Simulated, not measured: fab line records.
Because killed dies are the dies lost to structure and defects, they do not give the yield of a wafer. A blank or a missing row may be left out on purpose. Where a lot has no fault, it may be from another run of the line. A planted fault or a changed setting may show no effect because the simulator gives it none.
What tool caused it?    flow gf180mcu    36 wafers from 12 lots sampled at 4 of the route's 602 steps

WHAT EACH GAUGE READ, for each wafer
GF_V4_THK_MEAS_01.
lot   measured      on             V4_CVD_00_THK (nm)
L075  day 24 05:29  film_metro-04  594 589 589
L076  day 24 19:55  film_metro-01  604 607 603
L079  day 25 15:14  film_metro-01  598 611 602
L081  day 26 05:31  film_metro-04  609 603 603
L084  day 26 19:28  film_metro-01  603 611 594
L085  day 27 07:13  film_metro-01  601 590 587
L087  day 28 02:43  film_metro-04  596 600 597
L089  day 28 15:06  film_metro-04  613 599 609
L091  day 28 20:22  film_metro-01  593 606 606
L094  day 29 10:53  film_metro-03  595 596 597
L095  day 29 18:25  film_metro-01  582 596 597
L097  day 30 04:45  film_metro-01  585 591 593

WHAT TOOL EACH LOT RAN ON (gives the tool, then ch and the chambers of the sampled wafers, and finally the start)
lot   GF_HV_LDD_RTA_52                  GF_M3_SPUTTER_04              GF_V3_CVD_23
L075  rtp_anneal-02 ch 0, day 13 01:14  pvd_sputter-01, day 21 02:35  cvd_w-01 ch 1, day 23 04:30
L076  rtp_anneal-02 ch 0, day 13 16:48  pvd_sputter-02, day 21 19:32  cvd_w-01 ch 0,1, day 23 20:07
L079  rtp_anneal-02 ch 0, day 14 10:48  pvd_sputter-04, day 22 17:32  cvd_w-02 ch 0,1, day 24 15:56
L081  rtp_anneal-02 ch 0, day 15 00:49  pvd_sputter-04, day 23 07:01  cvd_w-02 ch 0,1, day 25 06:37
L084  rtp_anneal-02 ch 0, day 15 17:43  pvd_sputter-02, day 24 00:20  cvd_w-01 ch 0,1, day 25 21:34
L085  rtp_anneal-02 ch 0, day 16 07:42  pvd_sputter-01, day 24 13:26  cvd_w-02 ch 0,1, day 26 09:06
L087  rtp_anneal-02 ch 0, day 17 06:00  pvd_sputter-04, day 25 10:46  cvd_w-01 ch 0,1, day 27 05:47
L089  rtp_anneal-02 ch 0, day 17 19:08  pvd_sputter-01, day 25 23:38  cvd_w-01 ch 0,1, day 27 17:38
L091  rtp_anneal-01 ch 0, day 18 01:32  pvd_sputter-04, day 26 04:20  cvd_w-01 ch 0,1, day 27 23:16
L094  rtp_anneal-01 ch 0, day 18 18:58  pvd_sputter-02, day 26 21:37  cvd_w-01 ch 0,1, day 28 14:27
L095  rtp_anneal-02 ch 0, day 19 04:54  pvd_sputter-02, day 27 03:55  cvd_w-02 ch 0,1, day 28 22:18
L097  rtp_anneal-01 ch 0, day 19 16:37  pvd_sputter-01, day 27 14:50  cvd_w-01 ch 0,1, day 29 07:49
- GF_HV_LDD_RTA_52: time 10 s.
- GF_M3_SPUTTER_04: material TiN, target thk 50 nm, time 41.7 s.
- GF_V3_CVD_23: deposits W, target thk 350 nm, time 104.9 s.

THE ANSWER, worked out from the rows above alone
Rule: the usual values come from the lots themselves. Put in order of their means at a reading, lots are off if they are a third of the lots or fewer, leave a main group of 4 or more, and stand apart from it by a gap of 3 or more times the standard deviation of the main group's means; of several such gaps the widest counts. If all means in a main group match to the digits the tables above print for the reading, that group is not used. A lot without any number at a reading at which 4 lots or more have one is off too. All remaining lots with rows at the step are treated as sound.
No lot is off at any reading shown: from this, nothing can be told.

WHAT WAS PUT IN BY THE SIMULATOR
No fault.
